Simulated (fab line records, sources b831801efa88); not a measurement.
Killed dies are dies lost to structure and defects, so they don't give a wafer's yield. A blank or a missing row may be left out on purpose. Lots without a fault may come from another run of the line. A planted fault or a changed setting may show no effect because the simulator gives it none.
Tool commonality check | flow gf180mcu | 11 lots, 39 wafers sampled

WHY IT WAS OPENED
At GF_MVSD_TW_MEAS_11 the reading MVSD_TW is flagged on 2 of 11 lots. Wafers without a fault read 1595, standard deviation 9.1.
Rule: a lot is flagged when every wafer of it that has a number lies more than 4 standard deviations from that mean, or none has a number. The other lots count as sound.

lot  | measured    | on            | MVSD_TW, wafer by wafer       | flag
L657 | day 4 09:53 | film_metro-02 | 1586 1587 1584                |
L658 | day 4 15:42 | film_metro-01 | 1610 1598 1596                |
L660 | day 5 05:25 | film_metro-01 | 1664 1648 1657 1655 1647 1649 | FLAGGED
L663 | day 5 23:44 | film_metro-03 | 1652 1654 1650 1645 1652 1650 | FLAGGED
L670 | day 7 12:32 | film_metro-01 | 1592 1588 1595                |
L674 | day 8 12:38 | film_metro-01 | 1595 1606 1599                |
L675 | day 8 18:38 | film_metro-03 | 1596 1601 1592                |
L676 | day 8 23:26 | film_metro-02 | 1577 1584 1596                |
L677 | day 9 06:53 | film_metro-01 | 1603 1608 1602                |
L678 | day 9 10:44 | film_metro-02 | 1591 1588 1589                |
L680 | day 9 21:58 | film_metro-03 | 1608 1608 1607                |
The numbers of the flagged lots are 1652 on average: +57 against the usual, or +6 standard deviations.

WHICH TOOL RAN EACH LOT
The record holds 3 process steps before the reading, out of a route of 602 steps. In each cell: the tool, then ch and the chambers that the sampled wafers went through, then the start.
lot  | flag    | GF_DNWELL_STRIP_08                  | GF_LVPWELL_STRIP_10                 | GF_MVSD_IMPLANT_09
L657 |         | plasma_asher-02 ch 0,1, day 2 18:40 | plasma_asher-03 ch 0,1, day 3 19:41 | implanter-04 ch 0, day 4 09:39
L658 |         | plasma_asher-04 ch 0,1, day 3 00:11 | plasma_asher-01 ch 0,1, day 4 01:43 | implanter-04 ch 0, day 4 15:29
L660 | FLAGGED | plasma_asher-04 ch 0, day 3 12:04   | plasma_asher-03 ch 0,1, day 4 15:02 | implanter-01 ch 0, day 5 04:52
L663 | FLAGGED | plasma_asher-01 ch 0,1, day 4 04:04 | plasma_asher-03 ch 0,1, day 5 08:29 | implanter-04 ch 0, day 5 23:11
L670 |         | plasma_asher-04 ch 0, day 5 14:15   | plasma_asher-02 ch 0,1, day 6 20:59 | implanter-01 ch 0, day 7 12:18
L674 |         | plasma_asher-04 ch 0,1, day 6 12:31 | plasma_asher-01 ch 1, day 7 19:35   | implanter-04 ch 0, day 8 12:24
L675 |         | plasma_asher-01 ch 0,1, day 6 17:54 | plasma_asher-03 ch 0,1, day 8 01:38 | implanter-01 ch 0, day 8 18:23
L676 |         | plasma_asher-04 ch 0,1, day 6 22:52 | plasma_asher-03 ch 0,1, day 8 06:32 | implanter-03 ch 0, day 8 23:11
L677 |         | plasma_asher-01 ch 1, day 7 04:54   | plasma_asher-02 ch 0,1, day 8 13:35 | implanter-03 ch 0, day 9 06:38
L678 |         | plasma_asher-04 ch 0,1, day 7 08:25 | plasma_asher-02 ch 0,1, day 8 17:26 | implanter-04 ch 0, day 9 10:29
L680 |         | plasma_asher-01 ch 0,1, day 7 19:24 | plasma_asher-03 ch 0,1, day 9 04:17 | implanter-03 ch 0, day 9 21:43
What these steps do:
- GF_DNWELL_STRIP_08: strips in O2/N2.
- GF_LVPWELL_STRIP_10: strips in O2/N2.
- GF_MVSD_IMPLANT_09
- GF_MVSD_TW_MEAS_11

FLAGGED OVER TOTAL, TOOL BY TOOL (the gauges that took the reading come last)
step                | tool            | lots run | flagged | share of the flagged lots | sound lots run after its first flagged lot
GF_DNWELL_STRIP_08  | plasma_asher-01 | 4        | 1       | some                      | 3 (L675,L677,L680)
GF_DNWELL_STRIP_08  | plasma_asher-02 | 1        | 0       | none                      | -
GF_DNWELL_STRIP_08  | plasma_asher-04 | 6        | 1       | some                      | 4 (L670,L674,L676,L678)
GF_LVPWELL_STRIP_10 | plasma_asher-01 | 2        | 0       | none                      | -
GF_LVPWELL_STRIP_10 | plasma_asher-02 | 3        | 0       | none                      | -
GF_LVPWELL_STRIP_10 | plasma_asher-03 | 6        | 2       | all                       | 3 (L675,L676,L680)
GF_MVSD_IMPLANT_09  | implanter-01    | 3        | 1       | some                      | 2 (L670,L675)
GF_MVSD_IMPLANT_09  | implanter-03    | 3        | 0       | none                      | -
GF_MVSD_IMPLANT_09  | implanter-04    | 5        | 1       | some                      | 2 (L674,L678)
GF_MVSD_TW_MEAS_11  | film_metro-01   | 5        | 1       | some                      | 3 (L670,L674,L677)
GF_MVSD_TW_MEAS_11  | film_metro-02   | 3        | 0       | none                      | -
GF_MVSD_TW_MEAS_11  | film_metro-03   | 3        | 1       | some                      | 2 (L675,L680)

WHAT THE TABLE ALLOWS
1 row of the table ran every flagged lot: plasma_asher-03 at GF_LVPWELL_STRIP_10.
- plasma_asher-03 at GF_LVPWELL_STRIP_10: 2 of its 6 lots flagged. Sound lots ran on it after the first flagged one (L675, L676, L680), which a lasting fault on the whole tool wouldn't allow.
No row of the table ran every flagged lot and no sound lot after the first.

WHAT THE SIMULATOR HAD PUT IN
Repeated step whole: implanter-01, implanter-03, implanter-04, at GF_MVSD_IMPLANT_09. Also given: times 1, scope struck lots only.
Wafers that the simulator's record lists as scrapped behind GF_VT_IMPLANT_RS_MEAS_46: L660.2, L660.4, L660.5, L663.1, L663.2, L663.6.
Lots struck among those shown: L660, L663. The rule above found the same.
